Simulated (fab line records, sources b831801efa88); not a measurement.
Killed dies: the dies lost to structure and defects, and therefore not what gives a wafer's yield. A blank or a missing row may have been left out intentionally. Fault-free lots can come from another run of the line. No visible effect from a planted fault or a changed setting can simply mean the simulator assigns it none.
fab line records    flow sky130
record lots=6  wafers=18  lastDay=50
route steps=708 shown PWDE@50 NWELL@56
lots with no fault: from the same line, run without faults
startH: hours from the record's opening day to when the first of the lot's shown wafers began    waitH: hours since the lot's step before    " same as the row above    L1.1+2: several wafers, shown together as one row    - either no value or no given start    * or withheld: withheld    < > ~ a bound
route shown NAME@n: NAME is a module with steps in the file, n the number in the route of the first one    usual: mean and standard deviation over wafers with no fault    same: alike in all rows    chamber/n: place in a boat    sites: readings site by site    _std_site: their standard deviation    _edge_site: the outer-site mean with the inner-site mean subtracted    radiusMm: for every site, how far away it sits from the centre of the wafer    mask NAME#n: copy n    behind: the tool/chamber that last shaped the wafer    hold: the reason the lot was held/the length of the hold in hours/how it ended    device: names the non-switching transistor (n, p or np)    end of line: at the end of the route, the tests of the same wafers    for a step that has no rows: nothing shown but its recipe    killed: not the wafer's yield, but the dies lost to structure and defects at the first sort    map: shows each die of a wafer: x if killed, . if not, _ if none is there
set.NAME: the run value of the setting; set.NAME@STEP: its run value at that earlier step    model.NAME: the simulator's own value behind a step, which no gauge read
lots seen at some steps along the route; tables by step, rows by wafer
services: a tool's chamber out of use, with start hour (startH, from the record's first day; less than 0 if before it), hours out, and reason
## steps
# step SKY_PWDE_PEB_05
# recipe tempC=115  timeS=withheld
# step SKY_PWDE_DEVELOP_06
# recipe wallAngleDeg=90  developer=TMAH  developTimeS=60  devTempC=23
# step SKY_PWDE_OVL_MEAS_07
# usual PWDE_OVL=-0.4/1.3
lot.wafer  tool        chamber  startH  waitH  PWDE_OVL[nm]
L836.1     overlay-01  -        102.06  -      -1.1
L836.2     "           -        "       "      0.3
L836.6     "           -        "       "      -0.2
L838.1     overlay-02  -        116.83  -      -0.6
L838.3     "           -        "       "      -0.7
L838.4     "           -        "       "      -1.0
L841.2     overlay-01  -        133.49  -      0.3
L841.4     "           -        "       "      0.4
L841.5     "           -        "       "      -1.3
L849.2     overlay-02  -        177.76  -      -0.7
L849.4     "           -        "       "      -0.6
L849.5     "           -        "       "      -2.2
L850.1     overlay-02  -        200.28  -      -2.2
L850.4     "           -        "       "      -0.4
L850.6     "           -        "       "      -0.9
L853.1     overlay-01  -        210.00  -      0.7
L853.4     "           -        "       "      -0.4
L853.6     "           -        "       "      -1.2
# step SKY_PWDE_IMPLANT_08
# recipe species=B  energyKev=150  doseCm2=3.6e+12  tiltDeg=withheld
# step SKY_PWDE_STRIP_09
# recipe chemistry=O2/N2  powerW=1400  pressureMtorr=1500  platenTempC=withheld  o2FlowSccm=3000  n2FlowSccm=300  overashFraction=0.5
# usual chamberPressureMTorr=1500.1/1.5  drypumpMotorCurrentA=5.81/0.27  oesProductAu=0.722/0.0046  stripTimeToEndpointS=36.89/0.085
lot.wafer  tool            chamber  startH  waitH  chamberPressureMTorr  drypumpMotorCurrentA  oesProductAu  rfHoursCounterH  stripTimeToEndpointS
L836.1     plasmaAsher-02  0        102.24  0.1    1499.7                6.13                  0.719         28               36.89
L836.2     "               1        "       "      1500.8                5.49                  0.723         28               36.98
L836.6     "               0        "       "      1502.7                6.12                  0.726         -                36.94
L838.1     plasmaAsher-04  0        117.02  0.1    1500.5                5.51                  0.721         43               36.94
L838.3     "               1        "       "      1501.8                5.98                  0.724         -                36.91
L838.4     "               0        "       "      1500.1                5.52                  0.724         -                37.01
L841.2     plasmaAsher-03  0        133.67  0.1    1500.0                6.05                  0.729         45               36.90
L841.4     "               0        "       "      1503.0                6.07                  0.719         -                37.01
L841.5     "               0        "       "      1498.2                6.07                  0.712         -                36.88
L849.2     plasmaAsher-02  1        177.94  0.1    1501.0                5.50                  0.720         36               36.82
L849.4     "               0        "       "      1498.1                6.13                  0.717         -                36.88
L849.5     "               1        "       "      1499.6                5.48                  0.725         -                36.83
L850.1     plasmaAsher-02  1        200.47  0.1    1501.7                5.48                  0.731         38               36.96
L850.4     "               1        "       "      1498.6                5.47                  0.720         -                36.91
L850.6     "               0        "       "      1500.7                6.12                  0.709         -                36.97
L853.1     plasmaAsher-04  1        210.19  0.1    1499.1                5.92                  0.725         52               37.02
L853.4     "               0        "       "      1499.1                5.51                  0.724         -                36.96
L853.6     "               1        "       "      1499.2                5.93                  0.724         -                37.04
# step SKY_PWDE_TW_MEAS_10
# usual PWDE_TW=375/4.4
lot.wafer  tool          chamber  startH  waitH  PWDE_TW
L836.1     filmMetro-03  -        102.34  0.1    369
L836.2     "             -        "       "      369
L836.6     "             -        "       "      369
L838.1     filmMetro-03  -        117.12  0.1    369
L838.3     "             -        "       "      369
L838.4     "             -        "       "      371
L841.2     filmMetro-01  -        133.78  0.1    381
L841.4     "             -        "       "      382
L841.5     "             -        "       "      382
L849.2     filmMetro-04  -        178.05  0.1    377
L849.4     "             -        "       "      375
L849.5     "             -        "       "      378
L850.1     filmMetro-03  -        200.57  0.1    369
L850.4     "             -        "       "      373
L850.6     "             -        "       "      373
L853.1     filmMetro-04  -        210.29  0.1    375
L853.4     "             -        "       "      376
L853.6     "             -        "       "      372
# step SKY_NWELL_DEHYDRATE_03
# recipe tempC=200  timeS=60
# step SKY_NWELL_HMDS_04
# recipe primeTimeS=60  primeTempC=120
# step SKY_NWELL_COAT_05
# recipe spinRpm=2000  resistThkNm=3000
# step SKY_NWELL_SOFTBAKE_06
# recipe tempC=110  timeS=withheld
# step SKY_NWELL_EXPOSE_07
# recipe maskId=NWM  na=0.6  sourceShape=conventional  sigmaOuter=0.6  polarization=unpolarized  targetCdNm=840  doseMj=255
# step SKY_NWELL_PEB_08
# recipe tempC=115  timeS=withheld
# step SKY_NWELL_DEVELOP_09
# recipe wallAngleDeg=90  developer=TMAH  developTimeS=60  devTempC=23
# usual chillPlateTempC=23.02/0.12  developTimeS=60/0
lot.wafer  tool           chamber  startH  waitH  chillPlateTempC  developTimeS
L836.1     lithoTrack-03  0        120     -      23.16            60
L836.2     "              0        "       "      23.08            60
L836.6     "              0        "       "      23.26            60
L838.1     lithoTrack-03  0        134     -      23.00            60
L838.3     "              0        135     -      22.98            60
L838.4     "              0        "       "      22.87            60
L841.2     lithoTrack-01  0        152     -      22.81            60
L841.4     "              0        "       "      22.95            60
L841.5     "              0        "       "      23.17            60
L849.2     lithoTrack-01  -        198     -      -                -
L849.4     "              -        "       "      -                -
L849.5     "              -        "       "      -                -
L850.1     lithoTrack-01  -        222     -      -                -
L850.4     "              -        "       "      -                -
L850.6     "              -        "       "      -                -
L853.1     lithoTrack-01  0        232     -      22.87            60
L853.4     "              0        "       "      22.94            60
L853.6     "              0        "       "      22.91            60
# step SKY_NWELL_OVL_MEAS_10
# usual NWELL_00_OVL=-0.6/1.6
lot.wafer  tool        chamber  startH  waitH  NWELL_00_OVL[nm]
L836.1     overlay-01  -        120.28  -      -3.2
L836.2     "           -        "       "      -2.7
L836.6     "           -        "       "      -2.8
L838.1     overlay-02  -        135.13  -      1.2
L838.3     "           -        "       "      1.9
L838.4     "           -        "       "      1.0
L841.2     overlay-02  -        152.76  -      -2.6
L841.4     "           -        "       "      -3.4
L841.5     "           -        "       "      -3.0
L849.2     overlay-01  -        198.96  -      -
L849.4     "           -        "       "      -
L849.5     "           -        "       "      -
L850.1     overlay-01  -        222.36  -      -
L850.4     "           -        "       "      -
L850.6     "           -        "       "      -
L853.1     overlay-01  -        232.36  -      0.4
L853.4     "           -        "       "      0.1
L853.6     "           -        "       "      0.5
## services
tool            chamber  startH  hours  kind
plasmaAsher-03  -        213.85  14.6   pm
plasmaAsher-04  -        224.50  2.5    repair
## key
firstSign step=SKY_NWELL_DEVELOP_09  reading=toolRecord  direction=missing
effect none on later readings
metAt SKY_NWELL_DEVELOP_09
struckWafers L849.2,L849.4,L849.5,L850.1,L850.4,L850.6
sortLeftOut L849.2,L849.4,L849.5,L850.1,L850.4,L850.6
testerLeftOut L849,L850
fault kind=skippedStepWhole  tool=lithoTrack-01  chamber=-  onsetH=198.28  steps=SKY_NWELL_DEVELOP_09  scope=struckLotsOnly
# testerLeftOut: of these lots the tester's yield and bins aren't shown, on N5 and GAA mostly nor the transistor test; their killed dies are dies lost to structure and defects alone, not to doping, threshold or leakage, so they don't give the yield
# sortLeftOut: the simulated sort isn't trusted on such a fault, so these wafers' sort isn't shown, and their yield isn't known
